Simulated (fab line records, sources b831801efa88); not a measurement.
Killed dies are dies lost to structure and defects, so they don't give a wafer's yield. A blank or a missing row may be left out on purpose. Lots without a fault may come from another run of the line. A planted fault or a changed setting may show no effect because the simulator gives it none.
Problem report in the 8D (eight disciplines) form, filled by code | flow sky130 | the parts of the form that need people (team, actions taken, sign-off) are left out

1. THE PROBLEM
LDD_LDN_TW at SKY_LDD_LDN_TW_MEAS_13 reads a mean of 1411 on 6 wafers of 2 lots; wafers without a fault read 1473 with a standard deviation of 8. That is -7.8 standard deviations from the usual mean.
First seen on wafer L784.2, day 29 14:13, on film_metro-03. The record holds 36 wafers of 12 lots with a number at this step. Rule for "out", or "out of limits": more than 4 standard deviations from the usual mean. The other wafers with a number count as sound.

2. WHAT IT IS AND WHAT IT IS NOT
question                    | is                           | is not
which readings at this step | LDD_LDN_TW                   | -
which lots                  | L784, L785                   | L768, L769, L771, L774, L776, L778, L780, L781, L789, L790
which wafers of those lots  | all that have a number       | -
read on which gauges        | film_metro-01, film_metro-03 | film_metro-04
when                        | from day 29 14:13            | up to then (24 sound wafers); but 6 sound wafers of L789, L790 came after

3. SUSPECTS, AND WHAT RULES EACH OUT
Counting: a tool at a process step up to the reading stays a suspect if it ran every lot that is out and no sound lot after the first of them.
- the gauge at SKY_LDD_LDN_TW_MEAS_13: ruled out. The wafers that are out were read on 2 gauges (film_metro-01, film_metro-03).
- implanter-02 at SKY_LDD_LDN_IMPLANT_10: kept. It ran every lot that is out, first L784 (day 29 13:50), and no sound lot after that; its last sound lot up to then is L781 (day 28 02:52). Its own readings are out on those wafers: dose_ions_cm2, faraday_current_uA.
Left after counting: implanter-02 at SKY_LDD_LDN_IMPLANT_10.

4. THE CAUSE (what the simulator had put in)
Process parameter drift: implanter-02, from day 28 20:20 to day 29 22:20, at SKY_LDD_LDN_IMPLANT_10. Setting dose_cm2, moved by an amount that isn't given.
Counting left only this tool.

5. THE CHAIN OF EFFECTS, in route order
Each row: a reading whose mean over the struck wafers that have a number lies more than 3 standard deviations from the usual. Only readings for which the record gives a usual standard deviation are gone through. hours: the time from each lot's start at the first step in this table that gives one to its start at this step, as a median over the lots. sigmas: the change in usual standard deviations.
hours | step                   | reading            | usual      | on struck wafers | change      | sigmas
0     | SKY_LDD_LDN_IMPLANT_10 | dose_ions_cm2      | 1.2501e+13 | 5.7727e+12       | -6.7283e+12 | -99 or more
0     | SKY_LDD_LDN_IMPLANT_10 | faraday_current_uA | 70.6       | 32.7             | -37.9       | -25
0     | SKY_LDD_LDN_TW_MEAS_13 | LDD_LDN_TW         | 1473       | 1411             | -62         | -7.8
The process steps in it:
- SKY_LDD_LDN_IMPLANT_10
Later measuring or inspecting steps at which every struck wafer that the step has a row for has a number for every such reading, and none has moved that far: SKY_POLY_CUT_OVL_MEAS_09.

6. WHAT WOULD HAVE CAUGHT IT SOONER
In this record the first reading out of limits at a measuring or inspecting step was taken at day 29 14:13, 18 hours after the fault began at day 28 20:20.
The tool's own readings at SKY_LDD_LDN_IMPLANT_10 were out on every struck wafer that the step has a row for (dose_ions_cm2, faraday_current_uA): an alarm limit on them would have fired on the first of those.
Of the lots that are out (2), L785 began SKY_LDD_LDN_IMPLANT_10 on implanter-02 after day 29 14:13. A hold on the tool at that time would have spared it.
